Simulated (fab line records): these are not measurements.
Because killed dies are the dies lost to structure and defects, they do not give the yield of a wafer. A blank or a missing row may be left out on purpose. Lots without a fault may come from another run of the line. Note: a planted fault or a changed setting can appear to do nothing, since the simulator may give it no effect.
Which tool was responsible? :: flow sky130 :: 12 lots, 36 wafers sampled, at 4 steps of a route of 708

== WHAT EACH GAUGE READ, for each wafer ==
SKY_PWDE_OVL_MEAS_07.
lot: L160
measured: day 3 23:57
on: overlay-01
PWDE_OVL (nm): 0.3 -0.3 0.4

lot: L161
measured: day 4 00:18
on: overlay-01
PWDE_OVL (nm): 0.8 0.0 0.0

lot: L162
measured: day 4 10:01
on: overlay-02
PWDE_OVL (nm): 2.0 1.9 -0.2

lot: L167
measured: day 5 18:12
on: overlay-01
PWDE_OVL (nm): -0.6 0.0 -0.4

lot: L166
measured: day 5 19:16
on: overlay-01
PWDE_OVL (nm): 1.5 0.9 -0.8

lot: L169
measured: day 6 11:35
on: overlay-02
PWDE_OVL (nm): -0.3 -1.9 -1.0

lot: L170
measured: day 6 11:56
on: overlay-01
PWDE_OVL (nm): 1.3 0.3 -0.3

lot: L171
measured: day 6 12:16
on: overlay-01
PWDE_OVL (nm): -3.3 -3.5 -0.6

lot: L173
measured: day 7 10:09
on: overlay-02
PWDE_OVL (nm): -1.0 0.3 0.4

lot: L180
measured: day 8 13:46
on: overlay-02
PWDE_OVL (nm): 2.3 -0.9 -0.4

lot: L182
measured: day 9 01:05
on: overlay-02
PWDE_OVL (nm): 1.1 0.0 -0.4

lot: L183
measured: day 9 06:07
on: overlay-01
PWDE_OVL (nm): 1.1 -1.0 0.5

SKY_VT_ADJUST_LVTN_OVL_MEAS_18.
lot: L160
measured: day 7 18:32
on: overlay-01
VT_ADJUST_LVTN_01_OVL (nm): -1.9 -1.2 -0.2

lot: L161
measured: day 7 19:35
on: overlay-01
VT_ADJUST_LVTN_01_OVL (nm): -1.3 -0.7 -0.7

lot: L162
measured: day 8 07:28
on: overlay-01
VT_ADJUST_LVTN_01_OVL (nm): -1.7 -1.8 -2.0

lot: L167
measured: day 9 23:41
on: overlay-02
VT_ADJUST_LVTN_01_OVL (nm): 0.7 -1.5 1.6

lot: L166
measured: day 10 01:15
on: overlay-02
VT_ADJUST_LVTN_01_OVL (nm): 0.2 1.1 1.6

lot: L169
measured: day 10 22:29
on: overlay-01
VT_ADJUST_LVTN_01_OVL (nm): 272.4 273.4 273.5

lot: L170
measured: day 10 22:47
on: overlay-02
VT_ADJUST_LVTN_01_OVL (nm): 272.4 271.4 271.5

lot: L171
measured: day 10 23:06
on: overlay-01
VT_ADJUST_LVTN_01_OVL (nm): 271.2 272.0 270.0

lot: L173
measured: day 12 01:17
on: overlay-02
VT_ADJUST_LVTN_01_OVL (nm): 275.3 273.6 275.2

lot: L180
measured: day 13 09:35
on: overlay-02
VT_ADJUST_LVTN_01_OVL (nm): -1.1 -0.2 -1.9

lot: L182
measured: day 13 23:43
on: overlay-01
VT_ADJUST_LVTN_01_OVL (nm): -2.5 -3.9 -1.5

lot: L183
measured: day 14 07:22
on: overlay-02
VT_ADJUST_LVTN_01_OVL (nm): -0.3 1.6 -0.9

SKY_VT_ADJUST_HVTR_OVL_MEAS_08.
lot: L160
measured: day 9 13:01
on: overlay-02
VT_ADJUST_HVTR_OVL (nm): 1.3 0.9 1.9

lot: L161
measured: day 9 13:47
on: overlay-01
VT_ADJUST_HVTR_OVL (nm): -0.4 -1.4 0.7

lot: L162
measured: day 10 03:42
on: overlay-02
VT_ADJUST_HVTR_OVL (nm): -0.5 -0.8 -1.0

lot: L167
measured: day 11 23:10
on: overlay-02
VT_ADJUST_HVTR_OVL (nm): -0.8 -1.3 -0.8

lot: L166
measured: day 12 01:05
on: overlay-01
VT_ADJUST_HVTR_OVL (nm): 0.5 0.3 0.8

lot: L169
measured: day 12 22:14
on: overlay-02
VT_ADJUST_HVTR_OVL (nm): 0.0 -1.3 -1.4

lot: L170
measured: day 12 22:51
on: overlay-01
VT_ADJUST_HVTR_OVL (nm): 0.7 3.0 2.0

lot: L171
measured: day 12 23:26
on: overlay-02
VT_ADJUST_HVTR_OVL (nm): 1.3 0.6 1.4

lot: L173
measured: day 14 02:41
on: overlay-01
VT_ADJUST_HVTR_OVL (nm): -1.9 -0.8 -0.4

lot: L180
measured: day 15 14:48
on: overlay-02
VT_ADJUST_HVTR_OVL (nm): 0.0 0.5 -0.7

lot: L182
measured: day 16 06:43
on: overlay-01
VT_ADJUST_HVTR_OVL (nm): -1.1 0.6 -2.1

lot: L183
measured: day 16 14:59
on: overlay-01
VT_ADJUST_HVTR_OVL (nm): -3.6 -1.6 -0.4

== EACH LOT AND THE TOOL THAT RAN IT (in order: tool; ch and the chambers of the sampled wafers; start) ==
lot: L160
SKY_VT_ADJUST_LVTN_EXPOSE_15: iline-stepper-02 ch 0, day 7 08:58

lot: L161
SKY_VT_ADJUST_LVTN_EXPOSE_15: iline-stepper-01 ch 0, day 7 10:11

lot: L162
SKY_VT_ADJUST_LVTN_EXPOSE_15: iline-stepper-01 ch 0, day 7 21:26

lot: L167
SKY_VT_ADJUST_LVTN_EXPOSE_15: iline-stepper-01 ch 0, day 9 12:56

lot: L166
SKY_VT_ADJUST_LVTN_EXPOSE_15: iline-stepper-02 ch 0, day 9 14:26

lot: L169
SKY_VT_ADJUST_LVTN_EXPOSE_15: iline-stepper-02 ch 0, day 10 11:04

lot: L170
SKY_VT_ADJUST_LVTN_EXPOSE_15: iline-stepper-02 ch 0, day 10 11:32

lot: L171
SKY_VT_ADJUST_LVTN_EXPOSE_15: iline-stepper-02 ch 0, day 10 12:18

lot: L173
SKY_VT_ADJUST_LVTN_EXPOSE_15: iline-stepper-02 ch 0, day 11 13:53

lot: L180
SKY_VT_ADJUST_LVTN_EXPOSE_15: iline-stepper-01 ch 0, day 12 20:56

lot: L182
SKY_VT_ADJUST_LVTN_EXPOSE_15: iline-stepper-01 ch 0, day 13 11:25

lot: L183
SKY_VT_ADJUST_LVTN_EXPOSE_15: iline-stepper-01 ch 0, day 13 18:52
- SKY_VT_ADJUST_LVTN_EXPOSE_15: exposes mask HVN STD DERIVED, target cd 600 nm.

== AS READ BY THE TOOLS THEMSELVES (means over the sampled wafers that have a number; for cases with no such wafer, the mark the record gives instead) ==
SKY_VT_ADJUST_LVTN_EXPOSE_15.
lot: L160
tool: iline-stepper-02
focus-offset-nm (nm): -0.2

lot: L161
tool: iline-stepper-01
focus-offset-nm (nm): 0.1

lot: L162
tool: iline-stepper-01
focus-offset-nm (nm): 0.1

lot: L167
tool: iline-stepper-01
focus-offset-nm (nm): -1.0

lot: L166
tool: iline-stepper-02
focus-offset-nm (nm): 0.2

lot: L169
tool: iline-stepper-02
focus-offset-nm (nm): 0.3

lot: L170
tool: iline-stepper-02
focus-offset-nm (nm): 0.1

lot: L171
tool: iline-stepper-02
focus-offset-nm (nm): -0.6

lot: L173
tool: iline-stepper-02
focus-offset-nm (nm): -0.2

lot: L180
tool: iline-stepper-01
focus-offset-nm (nm): -0.3

lot: L182
tool: iline-stepper-01
focus-offset-nm (nm): -0.4

lot: L183
tool: iline-stepper-01
focus-offset-nm (nm): 0.6

== THE ANSWER, worked out from the rows above alone ==
Rule: the usual values come from the lots themselves. The widest of any qualifying gaps counts: lots, ordered by their means at a reading, are off when they make up no more than a third of the lots, leave a main group of 4 or more, and stand apart from it by 3 or more times the standard deviation of that group's means. A main group is skipped when, at the precision printed for the reading in the tables above, its means are all equal. A lot without any number at a reading at which 4 lots or more have one is off too. Any other lot the step has rows for is counted as sound. The gauges are gone through in route order, then the tools' own readings, and for those a lot's mean is taken as printed above. At the first step where some lot is off, the reading lying furthest off is the one used; lots without a number count as furthest.
Off: L169, L170, L171, L173, seen at SKY_VT_ADJUST_LVTN_OVL_MEAS_18 (VT_ADJUST_LVTN_01_OVL). Mean -0.8 nm and standard deviation 1.1 in the main group.
A tool fits if, at a process step before that reading, it ran every lot that is off, and no sound lot after the first of them. Those tools and the gauges at SKY_VT_ADJUST_LVTN_OVL_MEAS_18 are tried in the same way. One fits: iline-stepper-02 at SKY_VT_ADJUST_LVTN_EXPOSE_15. Its last sound lot is L166 (day 9 14:26), its first lot that is off L169 (day 10 11:04): a fault that began between those two fits.

== WHAT THE SIMULATOR HAD PUT IN ==
Scanner matching overlay: iline-stepper-02, from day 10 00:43 on, at SKY_VT_ADJUST_LVTN_EXPOSE_15. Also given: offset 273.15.
Shown lots that were struck: L169, L170, L171, L173. The rule above reached the same finding.
